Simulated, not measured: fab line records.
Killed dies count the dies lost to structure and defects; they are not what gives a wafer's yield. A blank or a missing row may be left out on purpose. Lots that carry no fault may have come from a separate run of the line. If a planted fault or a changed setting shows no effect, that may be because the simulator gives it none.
Which tool did it? | flow gf180mcu | 21 wafers from 7 lots sampled at 3 of the route's 602 steps

WHAT THE GAUGES SHOWED, per wafer
GF_VT_IMPLANT_OVL_MEAS_29.
lot  | measured     | on         | VT_IMPLANT_02_OVL (nm)
L417 | day 7 04:01  | overlay-02 | 0.2 -0.3 1.5
L421 | day 8 06:09  | overlay-01 | - - -
L423 | day 8 16:01  | overlay-01 | - - -
L425 | day 9 07:31  | overlay-02 | 0.2 1.8 0.4
L427 | day 9 20:22  | overlay-01 | 0.3 1.4 1.2
L432 | day 11 08:43 | overlay-01 | -0.6 -1.5 0.7
L435 | day 12 04:34 | overlay-02 | -0.6 -1.5 -1.2

WHICH TOOL RAN EACH LOT (tool, then ch and the chambers of the sampled wafers, then the start)
lot  | GF_STI_ETCH_14                  | GF_VT_IMPLANT_COAT_24
L417 | rie-si-02 ch 0,1,3, day 2 06:40 | litho-track-04 ch 0, day 6 20:37
L421 | rie-si-01 ch 1,2, day 3 04:31   | litho-track-02, day 7 21:45
L423 | rie-si-02 ch 0,1,2, day 3 13:34 | litho-track-02, day 8 08:00
L425 | rie-si-01 ch 0,1,2, day 3 23:36 | litho-track-03 ch 0, day 8 23:12
L427 | rie-si-02 ch 0,1,2, day 4 10:37 | litho-track-04 ch 0, day 9 11:35
L432 | rie-si-01 ch 2,3, day 5 13:33   | litho-track-04 ch 0, day 10 23:28
L435 | rie-si-02 ch 1,2,3, day 6 06:01 | litho-track-02 ch 0, day 11 18:45
- GF_STI_ETCH_14: etches Si in HBr/Cl2/O2, target depth 360 nm, time 102.9 s.
- GF_VT_IMPLANT_COAT_24: resist thk 1000 nm.

THE ANSWER, worked out from the rows above alone
Rule: the usual values come from the lots themselves. The widest of any qualifying gaps counts: lots, ordered by their means at a reading, are off when they make up no more than a third of the lots, leave a main group of 4 or more, and stand apart from it by 3 or more times the standard deviation of that group's means. A main group is skipped when, at the precision printed for the reading in the tables above, its means are all equal. A lot without any number at a reading at which 4 lots or more have one is off too. Where the step has rows for the other lots, those lots are counted as sound.
Off: at GF_VT_IMPLANT_OVL_MEAS_29 (VT_IMPLANT_02_OVL), L421, L423. Without a number there: L421, L423. The main group: mean 0.1 nm, standard deviation 0.79.
A tool fits if, at a process step before that reading, it ran every lot that is off, and no sound lot after the first of them. Those tools and the gauges at GF_VT_IMPLANT_OVL_MEAS_29 are tried in the same way. No candidate that was tried fits.

WHAT WAS PUT IN BY THE SIMULATOR
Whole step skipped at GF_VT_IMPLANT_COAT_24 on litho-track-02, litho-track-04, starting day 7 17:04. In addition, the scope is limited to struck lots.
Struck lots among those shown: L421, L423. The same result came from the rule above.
